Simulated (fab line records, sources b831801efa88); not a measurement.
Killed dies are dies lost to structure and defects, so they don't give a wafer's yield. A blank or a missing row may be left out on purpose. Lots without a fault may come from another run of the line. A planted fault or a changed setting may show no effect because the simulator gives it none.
Which tool did it? | flow gf180mcu | 15 lots, 45 wafers sampled, at 2 steps of a route of 602

WHAT THE GAUGES READ, wafer by wafer
GF_V2_THK_MEAS_03.
lot  | measured     | on            | V2_CVD_02_THK (nm)
L465 | day 19 04:49 | film_metro-03 | 833 852 842
L466 | day 19 12:41 | film_metro-01 | 836 853 855
L467 | day 20 00:56 | film_metro-01 | 840 851 859
L470 | day 21 06:35 | film_metro-01 | 849 862 871
L471 | day 21 11:29 | film_metro-02 | 844 846 856
L472 | day 21 22:01 | film_metro-03 | 859 858 871
L480 | day 24 13:04 | film_metro-01 | 843 863 860
L481 | day 24 23:55 | film_metro-03 | 847 867 865
L482 | day 25 12:59 | film_metro-02 | 852 848 855
L483 | day 25 20:02 | film_metro-02 | 834 841 862
L484 | day 25 21:11 | film_metro-01 | 827 833 867
L485 | day 26 06:56 | film_metro-02 | 829 845 850
L486 | day 26 11:44 | film_metro-03 | 842 864 848
L488 | day 26 22:35 | film_metro-02 | 838 842 858
L487 | day 27 02:17 | film_metro-03 | 834 833 839

WHICH TOOL RAN EACH LOT (tool, then ch and the chambers of the sampled wafers, then the start)
lot  | GF_M2_METAL_ETCH_16
L465 | rie_metal-04 ch 0, day 19 03:54
L466 | rie_metal-01 ch 0,1, day 19 11:50
L467 | rie_metal-01 ch 0,1, day 20 00:04
L470 | rie_metal-02 ch 0,1, day 21 05:41
L471 | rie_metal-01 ch 0,1, day 21 10:32
L472 | rie_metal-01 ch 0,1, day 21 21:08
L480 | rie_metal-04 ch 0,1, day 24 12:05
L481 | rie_metal-04 ch 0,1, day 24 23:04
L482 | rie_metal-01 ch 0, day 25 11:52
L483 | rie_metal-02 ch 0,1, day 25 19:10
L484 | rie_metal-01 ch 0, day 25 20:14
L485 | rie_metal-02 ch 0,1, day 26 06:04
L486 | rie_metal-01 ch 0,1, day 26 10:53
L488 | rie_metal-01 ch 0,1, day 26 21:44
L487 | rie_metal-04 ch 0,1, day 27 01:26
- GF_M2_METAL_ETCH_16: etches the open film in Cl2/BCl3, stops on SiO2, target depth 627.5 nm, time 104.6 s.

WHAT THE TOOLS THEMSELVES READ (means of the sampled wafers that have a number; where no wafer has one, the mark that the record gives instead)
GF_M2_METAL_ETCH_16.
lot  | tool         | bias_w (W) | drypump_motor_current_A (A) | he_backside_leak_sccm (sccm) | oes_product_au (a.u.) | throttle_valve_pct (%)
L465 | rie_metal-04 | 140.3      | 5.7                         | 3.30                         | 0.970                 | 28.260
L466 | rie_metal-01 | 140.1      | 5.8                         | 3.51                         | 0.973                 | 28.254
L467 | rie_metal-01 | 139.5      | 5.8                         | 3.60                         | 0.969                 | 28.243
L470 | rie_metal-02 | 139.7      | 5.6                         | 3.16                         | 0.979                 | 28.247
L471 | rie_metal-01 | 140.2      | 5.5                         | 3.51                         | 0.966                 | 28.266
L472 | rie_metal-01 | 140.5      | 5.8                         | 3.56                         | 0.966                 | 28.250
L480 | rie_metal-04 | 139.9      | 5.9                         | 3.46                         | 0.972                 | 28.251
L481 | rie_metal-04 | 140.1      | 5.9                         | 3.33                         | 0.973                 | 28.255
L482 | rie_metal-01 | 139.8      | 5.3                         | 3.40                         | 0.968                 | 28.254
L483 | rie_metal-02 | 140.1      | 5.3                         | 3.29                         | 0.968                 | 28.257
L484 | rie_metal-01 | 140.4      | 5.3                         | 3.41                         | 0.970                 | 28.246
L485 | rie_metal-02 | 140.3      | 5.6                         | 3.06                         | 0.973                 | 28.251
L486 | rie_metal-01 | 140.3      | 5.8                         | 3.40                         | 0.975                 | 28.248
L488 | rie_metal-01 | 140.1      | 5.8                         | 3.52                         | 0.967                 | 28.243
L487 | rie_metal-04 | 139.7      | 6.2                         | 3.50                         | 0.972                 | 28.251

THE ANSWER, worked out from the rows above alone
Rule: what is usual is taken from the lots themselves. Put in order of their means at a reading, lots are off if they are a third of the lots or fewer, leave a main group of 4 or more, and stand apart from it by a gap of 3 or more times the standard deviation of the main group's means; of several such gaps the widest counts. A main group whose means are all the same, to the digits that the tables above print for the reading, isn't used. A lot without any number at a reading at which 4 lots or more have one is off too. The other lots that the step has rows for count as sound. The gauges are gone through in route order, then the tools' own readings, and for those a lot's mean is taken as printed above. The first step at which some lot is off is used, and at that step the reading that is off furthest; a lot without a number counts as furthest.
No lot is off at any reading shown: from this, nothing can be told.

WHAT THE SIMULATOR HAD PUT IN
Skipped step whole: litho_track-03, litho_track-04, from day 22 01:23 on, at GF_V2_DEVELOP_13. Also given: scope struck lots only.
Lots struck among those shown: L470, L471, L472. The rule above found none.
